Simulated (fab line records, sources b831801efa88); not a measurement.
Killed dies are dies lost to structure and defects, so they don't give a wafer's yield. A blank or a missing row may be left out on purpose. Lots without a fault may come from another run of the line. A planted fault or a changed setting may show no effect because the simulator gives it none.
Chamber matching | flow sky130 | SKY_CONTACT_ETCH_16 on rie_diel-04: 4 sister chambers
The step etches BARC in N2/H2, stops on SiO2, time 45.9 s, target depth 60 nm. 14 wafers are shown with their chamber, then 7 later ones without.

WAFERS WITH THEIR CHAMBER
wafer  | chamber | drypump_motor_current_A (A) | throttle_valve_pct (%) | oes_product_au (a.u.)
L075.1 | 0       | 4.8                         | 13.226                 | 0.859
L075.3 | 1       | 5.6                         | 13.214                 | 0.855
L075.4 | 3       | 5.3                         | 13.233                 | 0.859
L082.1 | 2       | 6.4                         | 13.220                 | 0.842
L082.2 | 1       | 5.6                         | 13.217                 | 0.858
L082.5 | 1       | 5.6                         | 13.227                 | 0.852
L081.1 | 2       | 6.4                         | 13.226                 | 0.863
L081.2 | 1       | 5.6                         | 13.216                 | 0.852
L081.4 | 0       | 4.9                         | 13.218                 | 0.868
L087.2 | 2       | 6.4                         | 13.233                 | 0.855
L087.5 | 1       | 5.6                         | 13.230                 | 0.866
L087.6 | 2       | 6.4                         | 13.226                 | 0.856
L088.1 | 2       | 6.4                         | 13.232                 | 0.844
L088.2 | 1       | 5.6                         | 13.228                 | 0.856

SIGNATURES (means of the wafers above)
reading                 | chamber 0 | chamber 1 | chamber 2 | chamber 3 | scatter within a chamber
drypump_motor_current_A | 4.850     | 5.600     | 6.400     | 5.300     | 0.0224
throttle_valve_pct      | 13.22200  | 13.22200  | 13.22740  | 13.23300  | 0.00627
oes_product_au          | 0.86350   | 0.85650   | 0.85200   | 0.85900   | 0.00697
Rule: a wafer's distance from a chamber is the root of the sum, over the readings, of the square of ((its reading less the chamber's mean) divided by the reading's scatter). The wafer belongs to the nearest chamber; if the next one is less than 2 further off, it can't be placed. The scatter: the root of (the sum of the squares of (reading less its chamber's mean) over the shown wafers, divided by (wafers less chambers)).

WAFERS WITHOUT THEIR CHAMBER
wafer  | drypump_motor_current_A (A) | throttle_valve_pct (%) | oes_product_au (a.u.)
L088.4 | 5.2                         | 13.226                 | 0.847
L091.1 | 5.6                         | 13.217                 | 0.853
L091.3 | 4.9                         | 13.220                 | 0.855
L091.5 | 5.6                         | 13.224                 | 0.857
L092.2 | 6.4                         | 13.231                 | 0.859
L092.4 | 4.8                         | 13.233                 | 0.856
L092.5 | 4.9                         | 13.218                 | 0.860

WHICH CHAMBER EACH WENT THROUGH
wafer  | from the rows above | in truth
L088.4 | 3                   | 3
L091.1 | 1                   | 1
L091.3 | 0                   | 0
L091.5 | 1                   | 1
L092.2 | 2                   | 2
L092.4 | 0                   | 0
L092.5 | 0                   | 0
Placed correctly: 7 of 7. Can't be placed from these rows: 0. Placed wrongly: 0.
